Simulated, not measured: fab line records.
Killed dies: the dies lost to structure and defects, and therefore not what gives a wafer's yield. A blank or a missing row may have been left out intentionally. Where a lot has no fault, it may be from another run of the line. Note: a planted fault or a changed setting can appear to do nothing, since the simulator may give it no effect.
Which of the tools did it? | flow gf180mcu | 24 lots, 72 wafers sampled, at 3 steps of a route of 602

== WHAT THE GAUGES SHOWED, per wafer ==
GF_V1_THK_MEAS_01.
lot  | measured     | on            | V1_CVD_00_THK (nm)
L074 | day 17 02:16 | film-metro-02 | 603 604 601
L075 | day 17 09:06 | film-metro-02 | 601 596 595
L076 | day 17 20:18 | film-metro-02 | 606 607 602
L077 | day 18 04:04 | film-metro-02 | 598 602 599
L078 | day 18 15:24 | film-metro-02 | 602 595 600
L079 | day 18 23:20 | film-metro-03 | 605 609 619
L080 | day 19 11:37 | film-metro-03 | 604 603 612
L081 | day 19 22:11 | film-metro-04 | 594 597 601
L082 | day 20 07:38 | film-metro-04 | 602 608 608
L083 | day 20 18:53 | film-metro-04 | 610 598 605
L084 | day 20 23:08 | film-metro-02 | 615 605 611
L085 | day 21 15:04 | film-metro-04 | 606 604 611
L086 | day 22 00:46 | film-metro-04 | 615 602 603
L087 | day 22 06:17 | film-metro-02 | 602 605 613
L088 | day 22 10:56 | film-metro-02 | 610 612 606
L089 | day 22 20:41 | film-metro-02 | 610 611 619
L090 | day 23 04:56 | film-metro-04 | 606 610 612
L091 | day 23 11:56 | film-metro-04 | 610 609 611
L092 | day 23 19:17 | film-metro-02 | 606 611 609
L093 | day 24 04:05 | film-metro-02 | 595 591 595
L094 | day 24 12:20 | film-metro-04 | 596 600 595
L095 | day 24 19:17 | film-metro-04 | 615 605 608
L096 | day 25 02:11 | film-metro-03 | 608 602 611
L097 | day 25 11:26 | film-metro-02 | 609 605 601

GF_M2_RS_MEAS_05: measurement is done with a four-point probe.
lot  | measured     | on            | M2_ALCU_RS (ohm/sq)
L074 | day 18 03:32 | film-metro-02 | 0.0699 0.0695 0.0681
L075 | day 18 11:24 | film-metro-02 | 0.0702 0.0698 0.0700
L076 | day 18 22:20 | film-metro-04 | 0.0700 0.0699 0.0702
L077 | day 19 06:55 | film-metro-01 | 0.0708 0.0707 0.0700
L078 | day 19 18:19 | film-metro-02 | 0.0702 0.0706 0.0705
L079 | day 20 01:27 | film-metro-02 | 0.0697 0.0706 0.0702
L080 | day 20 14:00 | film-metro-01 | 0.0696 0.0699 0.0694
L081 | day 21 00:53 | film-metro-02 | 0.0703 0.0695 0.0686
L082 | day 21 09:56 | film-metro-02 | 0.0695 0.0694 0.0688
L083 | day 21 21:26 | film-metro-04 | 0.0695 0.0689 0.0695
L084 | day 22 00:59 | film-metro-01 | 0.0704 0.0700 0.0706
L085 | day 22 16:31 | film-metro-01 | 0.0689 0.0705 0.0699
L086 | day 23 02:24 | film-metro-02 | 0.0704 0.0712 0.0712
L087 | day 23 07:58 | film-metro-02 | 0.0702 0.0702 0.0705
L088 | day 23 12:53 | film-metro-02 | 0.0703 0.0691 0.0703
L089 | day 23 21:37 | film-metro-04 | 0.0690 0.0687 0.0696
L090 | day 24 05:20 | film-metro-04 | 0.0683 0.0681 0.0687
L091 | day 24 12:25 | film-metro-02 | 0.0697 0.0699 0.0700
L092 | day 24 20:14 | film-metro-02 | 0.0704 0.0693 0.0685
L093 | day 25 04:26 | film-metro-02 | 0.0698 0.0698 0.0696
L094 | day 25 12:48 | film-metro-01 | 0.0686 0.0676 0.0682
L095 | day 25 19:34 | film-metro-01 | 0.0701 0.0711 0.0694
L096 | day 26 01:13 | film-metro-02 | 0.0699 0.0701 0.0699
L097 | day 26 11:48 | film-metro-01 | 0.0710 0.0720 0.0705

GF_V2_OVL_MEAS_15.
lot  | measured     | on         | V2_OVL (nm)
L074 | day 20 04:43 | overlay-02 | -5 1 -7
L075 | day 20 14:07 | overlay-02 | -4 -8 -3
L076 | day 20 23:59 | overlay-02 | -3 5 -10
L077 | day 21 09:22 | overlay-01 | -4 -6 7
L078 | day 21 20:16 | overlay-02 | -2 -6 2
L079 | day 22 02:35 | overlay-02 | -1 2 -3
L080 | day 22 14:30 | overlay-02 | 3 0 4
L081 | day 23 01:39 | overlay-01 | -7 -6 -5
L082 | day 23 09:55 | overlay-02 | -1 -3 -4
L083 | day 23 21:10 | overlay-01 | -4 -6 3
L084 | day 23 23:38 | overlay-01 | 5 0 3
L085 | day 24 15:05 | overlay-01 | -15 2 -9
L086 | day 25 00:36 | overlay-02 | 3 -3 0
L087 | day 25 05:31 | overlay-02 | 0 -4 3
L088 | day 25 10:29 | overlay-01 | -2 -8 -5
L089 | day 25 19:27 | overlay-02 | 2 5 -5
L090 | day 26 02:16 | overlay-02 | -5 -9 -3
L091 | day 26 08:53 | overlay-02 | -4 -4 -7
L092 | day 26 16:25 | overlay-01 | 1 1 -7
L093 | day 26 22:36 | overlay-01 | 0 3 9
L094 | day 27 08:07 | overlay-01 | 0 3 -3
L095 | day 27 13:41 | overlay-01 | -6 5 -6
L096 | day 27 19:09 | overlay-02 | -6 -8 -9
L097 | day 28 06:33 | overlay-01 | -4 9 -5

== TOOL THAT RAN EACH LOT (tool first, then ch and the chambers of the sampled wafers, then the start) ==
No process step before these readings appears in the record.

== AS READ BY THE TOOLS THEMSELVES (means over the sampled wafers that have a number; for cases with no such wafer, the mark the record gives instead) ==
The record holds no such reading with a usual standard deviation.

== THE ANSWER, worked out from the rows above alone ==
Rule: the lots themselves supply what counts as usual. The widest of any qualifying gaps counts: lots, ordered by their means at a reading, are off when they make up no more than a third of the lots, leave a main group of 4 or more, and stand apart from it by 3 or more times the standard deviation of that group's means. Not used: any main group whose means are identical at the precision the tables above print for the reading. A lot without any number at a reading at which 4 lots or more have one is off too. The other lots that the step has rows for count as sound. First the gauges in route order, then the tools' own readings, where a lot's mean is used as printed above. At the first step where some lot is off, the reading lying furthest off is the one used; lots without a number count as furthest.
No lot is off at any reading shown: from this, nothing can be told.

== WHAT HAD BEEN PUT IN BY THE SIMULATOR ==
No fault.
